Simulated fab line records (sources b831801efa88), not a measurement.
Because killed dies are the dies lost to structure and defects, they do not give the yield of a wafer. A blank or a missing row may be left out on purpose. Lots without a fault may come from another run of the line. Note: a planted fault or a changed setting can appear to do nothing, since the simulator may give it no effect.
Check of tool commonality ; flow gf180mcu ; Lots sampled 15, wafers sampled 54

## REASON FOR OPENING
GF_HV_LDD_TW_MEAS_38, reading HV_LDD_3_TW: flagged on 3 of 15 lots. Wafers without a fault read 1427, standard deviation 15.
Rule: a lot is flagged in two cases, either no wafer of it has a number, or all its wafers with numbers fall more than 4 standard deviations from that mean. All remaining lots are regarded as sound.

lot;measured;on;HV_LDD_3_TW, wafer by wafer;flag
L447;day 11 11:05;film_metro-03;1422 1429 1427;
L449;day 12 02:38;film_metro-04;1420 1418 1426;
L450;day 12 10:40;film_metro-01;1442 1446 1451;
L451;day 12 18:02;film_metro-04;1416 1416 1419;
L453;day 13 11:12;film_metro-03;1416 1409 1411;
L454;day 13 19:59;film_metro-03;1403 1418 1415;
L455;day 14 03:44;film_metro-01;1462 1455 1458;
L458;day 15 03:12;film_metro-03;1416 1411 1406;
L459;day 15 13:17;film_metro-03;1407 1412 1403;
L460;day 15 19:32;film_metro-04;1428 1433 1430;
L464;day 17 06:29;film_metro-01;1315 1316 1320 1317 1324 1324;FLAGGED
L465;day 17 09:23;film_metro-04;1302 1307 1306 1299 1302 1304;FLAGGED
L466;day 17 20:38;film_metro-03;1288 1294 1290 1295 1297 1291;FLAGGED
L469;day 18 21:57;film_metro-04;1426 1432 1430;
L470;day 18 23:32;film_metro-03;1413 1412 1412;
The numbers of the flagged lots are 1305 on average: -122 against the usual, or -8 standard deviations.

## WHICH TOOL EACH LOT WENT THROUGH
The record keeps 1 process step preceding the reading, out of 602 steps on the route. Read each cell as the tool, then ch plus the chambers that the sampled wafers visited, then the start.
lot;flag;GF_HV_LDD_IMPLANT_36
L447;;implanter-04 ch 0, day 11 10:50
L449;;implanter-01 ch 0, day 12 02:23
L450;;implanter-03 ch 0, day 12 10:23
L451;;implanter-03 ch 0, day 12 17:47
L453;;implanter-01 ch 0, day 13 10:57
L454;;implanter-01 ch 0, day 13 19:46
L455;;implanter-03 ch 0, day 14 03:31
L458;;implanter-01 ch 0, day 15 02:59
L459;;implanter-04 ch 0, day 15 13:02
L460;;implanter-03 ch 0, day 15 19:17
L464;FLAGGED;implanter-03, day 17 06:14
L465;FLAGGED;implanter-04, day 17 09:10
L466;FLAGGED;implanter-04, day 17 20:23
L469;;implanter-04 ch 0, day 18 21:42
L470;;implanter-03 ch 0, day 18 23:17
What these steps do:
- GF_HV_LDD_IMPLANT_36
- GF_HV_LDD_TW_MEAS_38

## FLAGGED OVER TOTAL, TOOL BY TOOL (the gauges that took the reading come last)
step;tool;lots run;flagged;share of the flagged lots;sound lots run after its first flagged lot
GF_HV_LDD_IMPLANT_36;implanter-01;4;0;none;-
GF_HV_LDD_IMPLANT_36;implanter-03;6;1;some;1 (L470)
GF_HV_LDD_IMPLANT_36;implanter-04;5;2;some;1 (L469)
GF_HV_LDD_TW_MEAS_38;film_metro-01;3;1;some;0
GF_HV_LDD_TW_MEAS_38;film_metro-03;7;1;some;1 (L470)
GF_HV_LDD_TW_MEAS_38;film_metro-04;5;1;some;1 (L469)

## WHAT IS ALLOWED BY THE TABLE
No row of the table ran every flagged lot.

## WHAT WAS PUT IN BY THE SIMULATOR
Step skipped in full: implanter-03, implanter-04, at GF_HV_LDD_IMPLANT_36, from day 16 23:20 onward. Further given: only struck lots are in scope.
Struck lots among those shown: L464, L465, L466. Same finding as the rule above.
